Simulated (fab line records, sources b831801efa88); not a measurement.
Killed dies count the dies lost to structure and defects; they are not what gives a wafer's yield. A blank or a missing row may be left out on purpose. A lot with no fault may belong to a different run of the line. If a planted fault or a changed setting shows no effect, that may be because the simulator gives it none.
A single fault, viewed from 2 desks | flow gf180mcu | each desk has only its own numbers; what lay behind them comes last

== METROLOGY DESK ==
What the gauges read, lot by lot, whatever tool the lot ran on: means of the sampled wafers that have a number. Marked OUT: a lot whose mean sits more than 4 standard deviations from the usual mean, which makes it out of limits; the brackets give that distance.
Columns: A = M1_ALCU_RS at GF_M1_RS_MEAS_05, usual 0.0692 ohm/sq; B = M2_OVL at GF_M2_OVL_MEAS_15, usual -2 nm
lot  | first seen here | A      | B
L675 | day 16 17:17    | 0.0683 | -14
L674 | day 16 20:03    | 0.0697 | 6
L672 | day 16 23:34    | 0.0711 | -1
L676 | day 17 02:14    | 0.0681 | -0
L678 | day 17 14:47    | 0.0684 | 2
L680 | day 18 03:35    | 0.0696 | 3
L685 | day 20 04:06    | 0.0676 | 1
L690 | day 22 01:49    | 0.0692 | -9
L691 | day 22 06:15    | 0.0701 | -2
L693 | day 23 01:16    | 0.0699 | -5
L694 | day 23 10:47    | 0.0693 | -6
L695 | day 23 16:36    | 0.0692 | -12
This desk found nothing out of limits on any of the 12 lots.

== DESK OF THE TOOL OWNER: pvd-sputter-04 ==
The tool's own readings at GF_M1_SPUTTER_00 (material Ti, target thk 37.5 nm, time 150 s): means of the sampled wafers that have a number, for each lot that ran on this tool. Marked OUT: a lot whose mean sits more than 4 standard deviations from the usual mean, which makes it out of limits; the brackets give that distance.
Columns: A = throttle-valve-pct at GF_M1_SPUTTER_00, usual 30.9 %
lot  | first seen here | A
L675 | day 16 17:04    | 31.8
L676 | day 17 02:01    | 30.1
L678 | day 17 14:32    | 30.0
L685 | day 20 03:53    | 29.8
This desk found nothing out of limits on any of the 4 lots.

== TAKEN TOGETHER ==
Metrology desk: nothing out of limits seen.
Nothing out of limits was seen by the tool owner's desk.

== WHAT THE SIMULATOR HAD INSERTED ==
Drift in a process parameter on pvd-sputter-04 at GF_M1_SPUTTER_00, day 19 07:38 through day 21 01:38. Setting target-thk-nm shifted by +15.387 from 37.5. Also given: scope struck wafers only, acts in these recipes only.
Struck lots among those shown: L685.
